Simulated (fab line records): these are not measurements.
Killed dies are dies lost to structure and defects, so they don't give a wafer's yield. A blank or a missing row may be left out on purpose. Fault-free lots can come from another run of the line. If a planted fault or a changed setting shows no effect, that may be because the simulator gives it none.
Which tool is to blame?    flow sky130    10 lots with 30 wafers sampled at 3 steps, on a route of 708 steps

## WHAT THE GAUGES READ, wafer by wafer
SKY_METAL2_CD_MEAS_15 targets a cd of 140 nm. Usual: cd-nm reads 140.2 nm (standard deviation 1.3).
lot   measured      on         cd-nm (nm)         flag
L599  day 35 13:39  cd-sem-01  141.6 140.9 140.4  
L600  day 35 22:13  cd-sem-02  139.2 139.6 140.0  
L601  day 36 08:34  cd-sem-02  139.7 138.9 139.8  
L602  day 36 22:31  cd-sem-02  140.5 140.8 139.9  
L604  day 37 01:04  cd-sem-01  140.2 140.4 140.4  
L605  day 37 13:41  cd-sem-02  142.1 140.4 141.2  
L607  day 38 04:40  cd-sem-01  138.7 137.9 140.6  
L609  day 39 03:56  cd-sem-01  141.9 141.0 139.9  
L613  day 40 08:01  cd-sem-02  141.6 141.7 140.8  
L621  day 42 04:27  cd-sem-01  139.5 139.2 140.9  

## TOOL THAT RAN EACH LOT (tool first, then ch and the chambers of the sampled wafers, then the start)
lot   SKY_VIA1_ETCH_14                    SKY_VIA1_CMP_24
L599  rie-diel-01 ch 1,2,3, day 34 08:34  cmp-02 ch 2,3, day 34 09:34
L600  rie-diel-03 ch 1,2,3, day 34 18:02  cmp-02 ch 0,2,3, day 34 19:03
L601  rie-diel-01 ch 1,2, day 35 04:32    cmp-02 ch 1,2,3, day 35 05:54
L602  rie-diel-01 ch 0,3, day 35 18:43    cmp-01 ch 0,1, day 35 19:44
L604  rie-diel-03 ch 1,3, day 35 21:17    cmp-02 ch 0,1,3, day 35 22:20
L605  rie-diel-02 ch 0,1,3, day 36 09:40  cmp-01 ch 1,2,3, day 36 10:53
L607  rie-diel-01 ch 0,2,3, day 37 03:11  cmp-01 ch 0,1, day 37 04:20
L609  rie-diel-03 ch 0,1,3, day 38 00:26  cmp-01 ch 0,1,3, day 38 01:27
L613  rie-diel-03 ch 1,2,3, day 39 05:22  cmp-01 ch 0,2,3, day 39 06:28
L621  rie-diel-01 ch 0,1,2, day 41 01:44  cmp-02 ch 0,2,3, day 41 03:31
- SKY_VIA1_ETCH_14: etches BARC in N2/H2, stops on SiO2, time 45.9 s, target depth 60 nm.
- SKY_VIA1_CMP_24: polishes, stops on SiO2, t overpolish 15 s, target thk 0 nm.

## AS READ BY THE TOOLS THEMSELVES (means over the sampled wafers that have a number; for cases with no such wafer, the mark the record gives instead)
SKY_VIA1_ETCH_14. Usual: drypump-motor-current-A 5.5 A, standard deviation 0.48; n2-flow-sccm 100.03 sccm, standard deviation 0.28; oes-product-au 0.855 a.u., standard deviation 0.0045; throttle-valve-pct 13.226 %, standard deviation 0.0084.
lot   tool         drypump-motor-current-A (A)  n2-flow-sccm (sccm)  oes-product-au (a.u.)  throttle-valve-pct (%)  flag
L599  rie-diel-01  5.6                          100.30               0.855                  13.222                  
L600  rie-diel-03  5.3                          100.18               0.856                  13.232                  
L601  rie-diel-01  5.7                          100.09               0.852                  13.229                  
L602  rie-diel-01  5.2                          100.23               0.850                  13.223                  
L604  rie-diel-03  5.2                          99.70                0.856                  13.219                  
L605  rie-diel-02  5.9                          100.10               0.854                  13.237                  
L607  rie-diel-01  5.6                          100.07               0.852                  13.232                  
L609  rie-diel-03  5.3                          99.96                0.861                  13.229                  
L613  rie-diel-03  5.3                          100.16               0.854                  13.224                  
L621  rie-diel-01  5.7                          99.87                0.856                  13.236                  

SKY_VIA1_CMP_24. Usual: edge-zone-pressure-frac 1.000, standard deviation 0.0051; motor-current-A 11.6 A, standard deviation 1.7; overpolish-run-s 14.998 s, standard deviation 0.0088; retaining-ring-pressure-frac 1.000, standard deviation 0.0051; slurry-flow-ml-min 150.0, standard deviation 0.46; time-to-endpoint-s 63 s, standard deviation 4.8.
lot   tool    edge-zone-pressure-frac  motor-current-A (A)  overpolish-run-s (s)  retaining-ring-pressure-frac  slurry-flow-ml-min  time-to-endpoint-s (s)  flag
L599  cmp-02  0.998                    13.4                 14.998                0.999                         150.2               62                      
L600  cmp-02  1.007                    12.7                 14.988                1.003                         149.7               61                      
L601  cmp-02  0.998                    12.3                 15.004                0.998                         150.0               62                      
L602  cmp-01  1.000                    10.9                 15.001                0.996                         150.0               60                      
L604  cmp-02  0.999                    10.9                 15.010                1.002                         149.6               58                      
L605  cmp-01  0.998                    10.3                 14.998                1.004                         149.7               67                      
L607  cmp-01  0.999                    11.3                 15.000                1.004                         150.2               62                      
L609  cmp-01  1.004                    10.4                 14.999                1.001                         150.4               64                      
L613  cmp-01  1.002                    11.1                 14.996                1.004                         149.8               69                      
L621  cmp-02  0.996                    12.8                 15.003                1.001                         149.7               66                      

## THE ANSWER, worked out from the rows above alone
Rule: take the mean of a lot's wafers that have a number; if it is more than 3 standard deviations from the usual mean, the lot is off. A lot without any number at a reading at which 4 lots or more have one is off too. Where the step has rows for the other lots, those lots are counted as sound. Order of review: gauges by route order, followed by the tools' own readings, for which a lot's mean as printed above is used. At the first step where some lot is off, the reading lying furthest off is the one used; lots without a number count as furthest.
Across all readings shown, no lot is off: no conclusion can be drawn from this.

## WHAT THE SIMULATOR HAD PUT IN
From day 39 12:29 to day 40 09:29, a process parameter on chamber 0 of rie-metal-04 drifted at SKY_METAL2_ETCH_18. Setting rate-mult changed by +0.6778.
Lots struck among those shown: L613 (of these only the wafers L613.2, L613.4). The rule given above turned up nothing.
